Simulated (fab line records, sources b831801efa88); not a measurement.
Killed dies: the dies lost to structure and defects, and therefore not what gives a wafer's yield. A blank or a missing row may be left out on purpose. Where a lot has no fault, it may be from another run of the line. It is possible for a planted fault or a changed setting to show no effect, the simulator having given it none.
A single fault, viewed from 2 desks ; flow gf180mcu ; only its own numbers are on each desk; what lay behind them is given at the end

AT THE TOOL OWNER'S DESK: implanter-01
GF_HV_LDD_IMPLANT_48, tool's own readings: per-lot mean of the sampled wafers with a number, covering each lot this tool ran. The brackets show how far a lot's mean lies from the usual mean; more than 4 standard deviations puts the lot out of limits, marked OUT.
Columns: A = beam-energy-keV at GF_HV_LDD_IMPLANT_48, usual 24.998; B = dose-ions-cm2 at GF_HV_LDD_IMPLANT_48, usual 2.9995e+13
lot;first seen here;A;B
L252;day 12 17:37;24.990;2.9983e+13
L258;day 14 14:22;24.993;2.9996e+13
L266;day 17 13:45;33.233 (+99 or more) OUT;2.9995e+13
L268;day 17 22:58;33.224 (+99 or more) OUT;3.0017e+13
This desk's finding: out of limits on L266, L268; first on L266, day 17 13:45 (beam-energy-keV at GF_HV_LDD_IMPLANT_48). In limits: L252, L258.

FROM THE METROLOGY DESK
What the gauges read, lot by lot, whatever tool the lot ran on: means of the sampled wafers that have a number. The brackets show how far a lot's mean lies from the usual mean; more than 4 standard deviations puts the lot out of limits, marked OUT.
Columns: A = LVPWELL_OVL at GF_LVPWELL_OVL_MEAS_07, usual -0.9 nm; B = HV_LDD_4_TW at GF_HV_LDD_TW_MEAS_50, usual 568.4; C = SAB_OVL at GF_SAB_OVL_MEAS_10, usual 0.3 nm
lot;first seen here;A;B;C
L251;day 3 21:50;2.9;569.3;2.0
L252;day 4 04:33;-1.5;571.1;0.9
L253;day 4 08:31;0.6;567.3;-0.3
L255;day 4 22:48;-1.0;566.4;1.4
L256;day 5 00:41;-1.2;570.6;0.9
L257;day 5 06:14;-0.3;566.6;-0.5
L258;day 5 11:19;-3.7;567.9;-0.4
L263;day 6 18:01;-1.4;568.4;-0.9
L266;day 7 10:46;-2.8;599.6 (+12) OUT;0.1
L268;day 7 19:59;-1.6;596.0 (+10) OUT;0.3
L270;day 8 06:14;-2.7;572.0;1.8
L271;day 8 14:48;-0.2;569.6;-0.5
L274;day 9 05:19;0.0;566.2;-0.9
This desk reports L266, L268 out of limits; the earliest was L266 at day 17 14:00 (HV_LDD_4_TW at GF_HV_LDD_TW_MEAS_50). In limits: L251, L252, L253, L255, L256, L257, L258, L263, L270, L271, L274.

BROUGHT TOGETHER
The tool owner's desk could have raised an alarm at day 17 13:45, on L266, L268.
On L266, L268, the metrology desk was in a position to raise an alarm at day 17 14:00.
Every lot named ran GF_HV_LDD_IMPLANT_48 on implanter-01.

WHAT WAS PUT IN BY THE SIMULATOR
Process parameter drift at GF_HV_LDD_IMPLANT_48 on implanter-01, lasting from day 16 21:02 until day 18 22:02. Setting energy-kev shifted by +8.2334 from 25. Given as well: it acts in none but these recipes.
Lots struck among those shown: L266, L268.
Hours from the fault's start to each desk's first reading out of limits: the tool owner's desk, 17; the metrology desk, 17.
